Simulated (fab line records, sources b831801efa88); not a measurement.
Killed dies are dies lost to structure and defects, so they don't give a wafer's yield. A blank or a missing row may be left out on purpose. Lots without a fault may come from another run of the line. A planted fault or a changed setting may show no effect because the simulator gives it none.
Chamber matching | flow gf180mcu | GF_V2_CMP_04 on cmp-01: 4 sister chambers
The step polishes SiO2. 8 wafers are shown with their chamber, then 8 later ones without.

WAFERS WITH THEIR CHAMBER
wafer  | chamber | motor_current_A (A) | slurry_flow_ml_min
L712.5 | 1       | 10.3                | 149.2
L715.1 | 3       | 11.5                | 149.5
L715.2 | 1       | 10.1                | 149.3
L715.5 | 2       | 9.8                 | 149.8
L717.1 | 3       | 11.2                | 150.0
L717.3 | 2       | 10.1                | 149.4
L717.6 | 0       | 14.1                | 149.2
L718.1 | 0       | 14.7                | 149.9

WAFERS WITHOUT THEIR CHAMBER
wafer  | motor_current_A (A) | slurry_flow_ml_min
L718.2 | 9.9                 | 149.9
L718.6 | 10.0                | 149.8
L726.1 | 11.0                | 149.7
L726.4 | 14.5                | 150.1
L726.5 | 12.2                | 150.4
L727.2 | 13.2                | 150.2
L727.3 | 11.0                | 150.2
L727.4 | 9.5                 | 148.9

WHICH CHAMBER EACH WENT THROUGH
wafer  | from the rows above     | in truth
L718.2 | can't be placed: 2 or 1 | 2
L718.6 | can't be placed: 2 or 1 | 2
L726.1 | can't be placed: 3 or 1 | 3
L726.4 | 0                       | 0
L726.5 | 3                       | 3
L727.2 | 0                       | 0
L727.3 | 3                       | 3
L727.4 | can't be placed: 2 or 1 | 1
Placed correctly: 4 of 8. Can't be placed from these rows: 4 (the true chamber is among the candidates in 4). Placed wrongly: 0.
How it was worked out, from the rows above alone: a wafer's distance from a chamber is the root of the sum, over the readings, of the square of ((its reading less the chamber's mean) divided by the reading's scatter). The wafer belongs to the nearest chamber; if the next one is less than 2 further off, it can't be placed. A chamber's mean is the mean of its shown wafers. The scatter: the root of (the sum of the squares of (reading less its chamber's mean) over the shown wafers, divided by (wafers less chambers)).
